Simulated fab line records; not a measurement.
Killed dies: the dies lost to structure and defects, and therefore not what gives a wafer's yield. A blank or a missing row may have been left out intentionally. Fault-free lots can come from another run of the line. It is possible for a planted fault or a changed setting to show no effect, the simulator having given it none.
The tool behind it: which one? + flow sky130 + 12 lots (36 wafers sampled), 1 step of a 708-step route

WHAT EACH GAUGE READ, for each wafer
SKY_LDD_LDN_OVL_MEAS_07. Usual: for LDD_LDN_OVL the level is 0.5 nm and the standard deviation is 1.5.
| lot  | measured     | on         | LDD_LDN_OVL (nm) | flag |
|------|--------------|------------|------------------|------|
| L562 | day 22 23:59 | overlay-01 | -1.0 -1.0 0.3    |      |
| L563 | day 23 13:40 | overlay-02 | -1.6 -2.3 -0.7   |      |
| L566 | day 24 02:22 | overlay-01 | -0.1 0.4 0.1     |      |
| L568 | day 25 00:09 | overlay-02 | -0.5 0.2 -1.0    |      |
| L569 | day 25 15:40 | overlay-01 | -1.8 1.9 -2.0    |      |
| L574 | day 27 14:48 | overlay-02 | 2.6 2.5 2.1      |      |
| L576 | day 27 23:57 | overlay-01 | 1.7 0.4 2.0      |      |
| L579 | day 28 18:58 | overlay-01 | 0.1 0.2 1.0      |      |
| L581 | day 29 09:00 | overlay-02 | 2.3 2.6 0.5      |      |
| L583 | day 30 03:28 | overlay-01 | -1.1 0.8 -1.2    |      |
| L584 | day 30 11:14 | overlay-02 | 0.1 -0.1 -0.6    |      |
| L585 | day 30 22:16 | overlay-02 | -3.7 -1.9 0.0    |      |

WHAT TOOL EACH LOT RAN ON (gives the tool, then ch and the chambers of the sampled wafers, and finally the start)
There is no process step in the record ahead of these readings.

WHAT THE TOOLS THEMSELVES READ (means of the sampled wafers that have a number; where no wafer has one, the mark that the record gives instead)
The record holds no such reading with a usual standard deviation.

THE ANSWER, worked out from the rows above alone
Rule: lot off if the mean of its wafers having a number is beyond 3 standard deviations from the usual mean. A lot without any number at a reading at which 4 lots or more have one is off too. Where the step has rows for the other lots, those lots are counted as sound. After the gauges, taken in route order, come the tools' own readings; for these a lot's mean is taken, as printed above. At the first step where some lot is off, the reading lying furthest off is the one used; lots without a number count as furthest.
No lot is off at any reading shown: from this, nothing can be told.

WHAT THE SIMULATOR HAD INSERTED
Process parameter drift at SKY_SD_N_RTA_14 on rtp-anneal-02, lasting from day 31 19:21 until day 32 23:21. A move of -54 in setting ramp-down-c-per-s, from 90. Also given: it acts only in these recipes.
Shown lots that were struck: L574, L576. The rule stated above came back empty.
